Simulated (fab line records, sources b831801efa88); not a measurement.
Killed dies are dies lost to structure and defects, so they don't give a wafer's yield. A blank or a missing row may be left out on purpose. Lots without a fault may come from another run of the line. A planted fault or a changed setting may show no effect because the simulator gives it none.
Which tool did it? | flow sky130 | 14 lots, 42 wafers sampled, at 1 step of a route of 708

WHAT THE GAUGES READ, wafer by wafer
The record holds no reading of a measuring or inspecting step that can be judged against a usual standard deviation.

WHICH TOOL RAN EACH LOT (tool, then ch and the chambers of the sampled wafers, then the start)
lot  | SKY_SONOS_ONO_OXIDATION_00
L792 | furnace-02 ch 0, day 11 22:14
L793 | furnace-02 ch 0, day 12 05:22
L794 | furnace-02 ch 0, day 12 09:10
L796 | furnace-02 ch 0, day 13 00:00
L797 | furnace-02 ch 0, day 13 11:19
L798 | furnace-02 ch 0, day 13 19:14
L799 | furnace-02 ch 0, day 14 03:13
L802 | furnace-01 ch 0, day 15 07:44
L804 | furnace-01 ch 0, day 16 06:38
L808 | furnace-02 ch 0, day 17 18:42
L809 | furnace-02, day 18 01:46
L810 | furnace-02, day 18 01:46
L811 | furnace-02 ch 0, day 18 14:16
L815 | furnace-01 ch 0, day 19 12:02
- SKY_SONOS_ONO_OXIDATION_00: stabilise 600 s, purge 300 s, target thk 2.6 nm.

WHAT THE TOOLS THEMSELVES READ (means of the sampled wafers that have a number; where no wafer has one, the mark that the record gives instead)
SKY_SONOS_ONO_OXIDATION_00. Usual: ox_temp_c 800.0 C, standard deviation 0.36; ox_temp_c_max 804.0, standard deviation 1.1; ramp_up_c_per_min 9.9999, standard deviation 0.0019; zone_power_bottom_pct 20.8 %, standard deviation 0.92.
lot  | tool       | ox_temp_c (C) | ox_temp_c_max | ramp_up_c_per_min | zone_power_bottom_pct (%) | flag
L792 | furnace-02 | 799.9         | 803.2         | 10.0010           | 21.6                      |
L793 | furnace-02 | 799.7         | 803.4         | 9.9999            | 21.2                      |
L794 | furnace-02 | 800.3         | 804.2         | 9.9992            | 21.5                      |
L796 | furnace-02 | 800.1         | 803.5         | 10.0007           | 21.7                      |
L797 | furnace-02 | 799.8         | 803.1         | 9.9985            | 21.6                      |
L798 | furnace-02 | 800.2         | 803.5         | 10.0011           | 21.5                      |
L799 | furnace-02 | 800.1         | 803.2         | 9.9993            | 21.4                      |
L802 | furnace-01 | 800.4         | 805.8         | 10.0013           | 19.7                      |
L804 | furnace-01 | 800.0         | 804.0         | 9.9983            | 19.6                      |
L808 | furnace-02 | 800.3         | 803.6         | 9.9991            | 21.5                      |
L809 | furnace-02 | -             | -             | -                 | -                         | OFF
L810 | furnace-02 | -             | -             | -                 | -                         | OFF
L811 | furnace-02 | 799.9         | 803.9         | 10.0005           | 21.3                      |
L815 | furnace-01 | 799.9         | 805.7         | 9.9988            | 19.8                      |

THE ANSWER, worked out from the rows above alone
Rule: a lot is off if the mean of its wafers that have a number lies more than 3 standard deviations from the usual mean. A lot without any number at a reading at which 4 lots or more have one is off too. The other lots that the step has rows for count as sound. The gauges are gone through in route order, then the tools' own readings, and for those a lot's mean is taken as printed above. The first step at which some lot is off is used, and at that step the reading that is off furthest; a lot without a number counts as furthest.
Off: L809, L810, at SKY_SONOS_ONO_OXIDATION_00 (ox_temp_c). Without a number there: L809, L810.
A tool fits if, at that step or a process step before it, it ran every lot that is off, and no sound lot after the first of them. None of those tried fits.

WHAT THE SIMULATOR HAD PUT IN
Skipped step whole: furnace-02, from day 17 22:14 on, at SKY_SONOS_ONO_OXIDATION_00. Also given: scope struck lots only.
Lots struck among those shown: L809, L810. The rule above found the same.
